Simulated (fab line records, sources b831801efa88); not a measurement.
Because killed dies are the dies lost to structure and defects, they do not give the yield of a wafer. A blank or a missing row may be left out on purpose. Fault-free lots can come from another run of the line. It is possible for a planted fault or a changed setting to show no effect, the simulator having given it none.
One fault seen from 2 desks -- flow sky130 -- what lay behind the numbers comes last; until then each desk has only its own

AT THE METROLOGY DESK
What the gauges read for every lot (on any tool): the sampled wafers with a number, averaged. Any lot whose mean is over 4 standard deviations away from the usual mean is out of limits and marked OUT; that distance is given in the brackets.
Columns: A = VIA3_BOW at SKY_VIA3_BOW_MEAS_03, usual 80 um
lot,first seen here,A
L186,day 38 15:41,75
L188,day 39 04:52,89
L190,day 40 04:33,76
L191,day 40 06:47,85
L193,day 41 06:23,75
L194,day 41 16:13,79
L195,day 41 17:48,81
L197,day 42 07:40,76
L203,day 44 04:26,80
L205,day 44 08:58,87
L207,day 45 01:53,77
L209,day 45 08:02,84
Result from this desk: across the 12 lots, nothing is out of limits.

THE TOOL OWNER'S DESK: pvd-sputter-02
The tool's own readings at SKY_METAL4_SPUTTER_02 (material AlCu, target thk 735 nm, time 39.1 s): means of the sampled wafers that have a number, for each lot that ran on this tool. Any lot whose mean is over 4 standard deviations away from the usual mean is out of limits and marked OUT; that distance is given in the brackets.
Columns: A = chamber-pressure-pa at SKY_METAL4_SPUTTER_02, usual 0.4001 Pa; B = throttle-valve-pct at SKY_METAL4_SPUTTER_02, usual 30.2 %
lot,first seen here,A,B
L190,day 41 07:11,0.4002,30.4
L193,day 42 08:49,0.4004,31.1
L195,day 42 19:47,0.3999,30.7
L197,day 43 08:11,0.4002,30.6
L205,day 45 08:58,0.4166 (+20) OUT,29.5
L207,day 46 00:27,0.4175 (+21) OUT,30.7
This desk finds L205, L207 out of limits, L205 being first, at day 45 08:58 (chamber-pressure-pa at SKY_METAL4_SPUTTER_02). In limits: L190, L193, L195, L197.

PUT TOGETHER
On L205, L207, at day 45 08:58, an alarm was possible from the tool owner's desk.
From the metrology desk's view, nothing was out of limits.
The metrology desk has L205, L207 on record, within its limits.
Of the lots named, all ran SKY_METAL4_SPUTTER_02 on pvd-sputter-02.

WHAT THE SIMULATOR HAD INSERTED
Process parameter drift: pvd-sputter-02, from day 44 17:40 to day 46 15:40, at SKY_METAL4_SPUTTER_02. Setting chamber-pressure-pa shifted by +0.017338 from 0.4. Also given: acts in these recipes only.
Lots struck among those shown: L205, L207.
How many hours passed from the start of the fault until each desk's first out-of-limits reading: the tool owner's desk, 15.
